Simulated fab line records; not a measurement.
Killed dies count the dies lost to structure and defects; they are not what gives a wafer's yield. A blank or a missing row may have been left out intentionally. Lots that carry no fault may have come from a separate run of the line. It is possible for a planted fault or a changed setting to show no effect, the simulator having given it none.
Comparing a struck lot with a sound one || flow sky130 || 44 out of 708 route steps
Sound: the wafers L714.2, L714.4, L714.5. Struck: wafer L730.1 (left out: L730.2, a lot-mate that was not struck); the cause follows at the end.
Order at every step that has rows: each side's tool, ch and its chambers, its first start. Under that, the readings that differ: sound wafers || struck wafers || difference of the means || sigmas: that difference in standard deviations of wafers without a fault.
alike: words and numbers the same on both sides, and readings whose means are apart by under 2 such deviations; not compared: readings that were withheld, readings missing a value for some wafer, numbers with overlapping values and no deviation given by the record, and bounds like >300 which may hide the same value.
A row with sigmas, a row that says differs or no value, or rows on one side alone: a step with any of these is where the two part. Non-overlapping numbers with no deviation appear without sigmas and do not part them. A reading missing from all wafers of one side parts the sides only when that side holds two or more wafers.

SKY_SONOS_ONO_THK_MEAS_03:
  struck on film metro-03, day 19 00:42; sound on film metro-04, day 13 04:20
  alike: SONOS_ONO_CVD_02_THK
then, 1 step without rows for these wafers: SKY_SONOS_ONO_CVD_04 (deposits SiO2 from SiH4/N2O, target thk 5.7199 nm).
SKY_SONOS_ONO_THK_MEAS_05:
  struck on film metro-04, day 19 02:01; sound on film metro-01, day 13 05:39
{"reading": "SONOS_ONO_CVD_04_THK (nm)", "sound": "5.57 5.66 5.54", "struck": 5.94, "difference": "+0.35", "sigmas": "+4"}
then, 7 steps without rows for these wafers: SKY_SONOS_ONO_DEHYDRATE_06 (time 60 s); SKY_SONOS_ONO_HMDS_07 (prime time 60 s); SKY_SONOS_ONO_COAT_08 (resist thk 1140 nm); SKY_SONOS_ONO_SOFTBAKE_09 (time 60 s); SKY_SONOS_ONO_EXPOSE_10 (exposes mask ONOM, target cd 410 nm); SKY_SONOS_ONO_PEB_11; SKY_SONOS_ONO_DEVELOP_12 (develop time 60 s).
SKY_SONOS_ONO_CD_MEAS_13 targets a cd of 410 nm.
  struck on cd sem-02, day 20 07:47; sound on cd sem-02, day 14 06:38
  alike: cd nm
SKY_SONOS_ONO_OVL_MEAS_14:
  struck on overlay-01, day 20 07:54; sound on overlay-02, day 14 06:45
  alike: SONOS_ONO_OVL
SKY_SONOS_ONO_ETCH_15: etches the open film in CHF3/O2, target depth 19.52 nm, time 7.8 s.
  sound on rie diel-03 ch 2,3, day 14 06:47; struck on rie diel-03 ch 0, day 20 07:56
{"reading": "oes product au (a.u.)", "sound": "1.004 1.015 1.005", "struck": 1.424, "difference": "+0.416", "sigmas": "+43"}
{"reading": "throttle valve pct (%)", "sound": "8.828 8.832 8.815", "struck": 8.919, "difference": "+0.094", "sigmas": "+10"}
{"reading": "model.SONOS_ONO.feature depth nm (nm)", "sound": "19.4 19.99 19.73", "struck": 32.76, "difference": "+13.05", "sigmas": ""}
{"reading": "model.etch.depth nm (nm)", "sound": "19.4 19.99 19.73", "struck": 32.76, "difference": "+13.05", "sigmas": ""}
{"reading": "model.NOVOLAK_of_SONOS_ONO_COAT_08.thk nm (nm)", "sound": "1130 1129 1128", "struck": 1112, "difference": -17, "sigmas": ""}
  alike: drypump motor current A
  not compared: rf hours counter h
then, 1 step without rows for these wafers: SKY_SONOS_ONO_WET_ETCH_16 (etches SiO2 in dHF, target depth 14 nm, time 280 s).
SKY_SONOS_ONO_STRIP_17: strips in O2/N2.
  sound on plasma asher-02 ch 0, day 14 06:53; struck on plasma asher-01 ch 1, day 20 08:03
{"reading": "drypump motor current A (A)", "sound": "5.3 5.3 5.3", "struck": 6.6, "difference": "+1.3", "sigmas": "+2"}
{"reading": "strip time to endpoint s (s)", "sound": "14.17 14.14 14.17", "struck": 13.96, "difference": -0.20, "sigmas": -5}
  alike: oes product au
  not compared: rf hours counter h
then, 3 steps without rows for these wafers: SKY_SONOS_ONO_WET_ETCH_18 (etches Si3N4 in H3PO4, target depth 15 nm, time 172 s); SKY_GATE_OXIDE_CLEAN_00 (cleans in SC1/SC2, time 150 s); SKY_GATE_OXIDE_OXIDATION_01 (stabilise 600 s, purge 300 s, target thk 10.268 nm).
SKY_GATE_OXIDE_THK_MEAS_02:
  struck on film metro-02, day 20 09:40; sound on film metro-02, day 14 11:29
  alike: GATE_OXIDE_OXIDATION_00_THK
then, 7 steps without rows for these wafers: SKY_GATE_OXIDE_DEHYDRATE_03 (time 60 s); SKY_GATE_OXIDE_HMDS_04 (prime time 60 s); SKY_GATE_OXIDE_COAT_05 (resist thk 1140 nm); SKY_GATE_OXIDE_SOFTBAKE_06 (time 60 s); SKY_GATE_OXIDE_EXPOSE_07 (exposes mask LVOM, target cd 600 nm); SKY_GATE_OXIDE_PEB_08; SKY_GATE_OXIDE_DEVELOP_09 (develop time 60 s).
SKY_GATE_OXIDE_OVL_MEAS_10:
  struck on overlay-01, day 21 15:46; sound on overlay-02, day 15 13:56
  alike: GATE_OXIDE_OVL
then, 2 steps without rows for these wafers: SKY_GATE_OXIDE_IMPLANT_11; SKY_GATE_OXIDE_WET_ETCH_12 (etches SiO2 in dHF, target depth 16.8 nm, time 336 s).
SKY_GATE_OXIDE_STRIP_13: strips in O2/N2.
  sound on plasma asher-03 ch 0,1, day 15 14:13; struck on plasma asher-03 ch 1, day 21 16:02
{"reading": "strip time to endpoint s (s)", "sound": "14.20 14.21 14.18", "struck": 14.11, "difference": -0.09, "sigmas": -2}
  alike: drypump motor current A, oes product au
  not compared: rf hours counter h
SKY_GATE_OXIDE_TW_MEAS_14:
  struck on film metro-02, day 21 16:08; sound on film metro-02, day 15 14:20
  alike: GATE_OXIDE_TW
then, 3 steps without rows for these wafers: SKY_GATE_OXIDE_CLEAN_15 (cleans in SC1/SC2, time 150 s); SKY_GATE_OXIDE_OXIDATION_16 (stabilise 600 s, purge 300 s, target thk 3.57 nm); SKY_POLY_GATE_CVD_00 (deposits poly-Si, target thk 180 nm, time 720 s).
SKY_POLY_GATE_THK_MEAS_01:
  struck on film metro-01, day 21 19:54; sound on film metro-01, day 15 18:09
  alike: POLY_GATE_CVD_00_THK
then, 7 steps without rows for these wafers: SKY_RES_PROTECT_DEHYDRATE_00 (time 60 s); SKY_RES_PROTECT_HMDS_01 (prime time 60 s); SKY_RES_PROTECT_COAT_02 (resist thk 1140 nm); SKY_RES_PROTECT_SOFTBAKE_03 (time 60 s); SKY_RES_PROTECT_EXPOSE_04 (exposes mask RPM, target cd 1270 nm); SKY_RES_PROTECT_PEB_05; SKY_RES_PROTECT_DEVELOP_06 (develop time 60 s).
-- the record jumps here: 13 days lie between the struck wafers' starts before and after (it left off in module RES_PROTECT and takes up again in module SALICIDE, whose first step shown is number 361 of the route) --
SKY_SALICIDE_CLEAN_00: cleans in HF-last, time 30 s.
  sound on wet bench-02 ch 1, day 29 20:07; struck on wet bench-03 ch 2, day 35 05:53
{"reading": "model.SiO2_of_FIELD_ISO_CVD_24.thk nm (nm)", "sound": "358.9 359.3 359.1", "struck": 354.5, "difference": -4.6, "sigmas": ""}
-- the record jumps here: 16 days lie between the struck wafers' starts before and after (it left off in module SALICIDE and takes up again in module PAD_OPEN, whose first step shown is number 708 of the route) --
SKY_PAD_OPEN_PROBE_99:
  struck on prober-01, day 50 21:05; sound on prober-01, day 47 00:57
{"reading": "killed short", "sound": "36 36 35", "struck": 48, "difference": "+12", "sigmas": "+2"}
{"reading": "model.etest.cap li to poly.c af um2", "sound": "97.26 98.78 96.81", "struck": 95.67, "difference": -1.95, "sigmas": ""}
{"reading": "model.etest.cap poly to well.c af um2", "sound": "90.88 90.23 90.02", "struck": 95, "difference": "+5", "sigmas": ""}
{"reading": "model.etest.field n.vt v (V)", "sound": "35.47 36.27 35.82", "struck": 34.56, "difference": -1.29, "sigmas": ""}
{"reading": "model.etest.sram nfet pass.off log10 a um", "sound": "-12.67 -12.88 -12.97", "struck": -11.84, "difference": "+1.00", "sigmas": ""}
  alike: killed_at_M0_to_M3, killed_at_M4_up, killed at contacts, killed at front end, killed at other, killed dies, killed open

WHERE THEY PART
First at SKY_SONOS_ONO_THK_MEAS_05; last, within this record, at SKY_PAD_OPEN_PROBE_99.

WHY: what had been put in by the simulator
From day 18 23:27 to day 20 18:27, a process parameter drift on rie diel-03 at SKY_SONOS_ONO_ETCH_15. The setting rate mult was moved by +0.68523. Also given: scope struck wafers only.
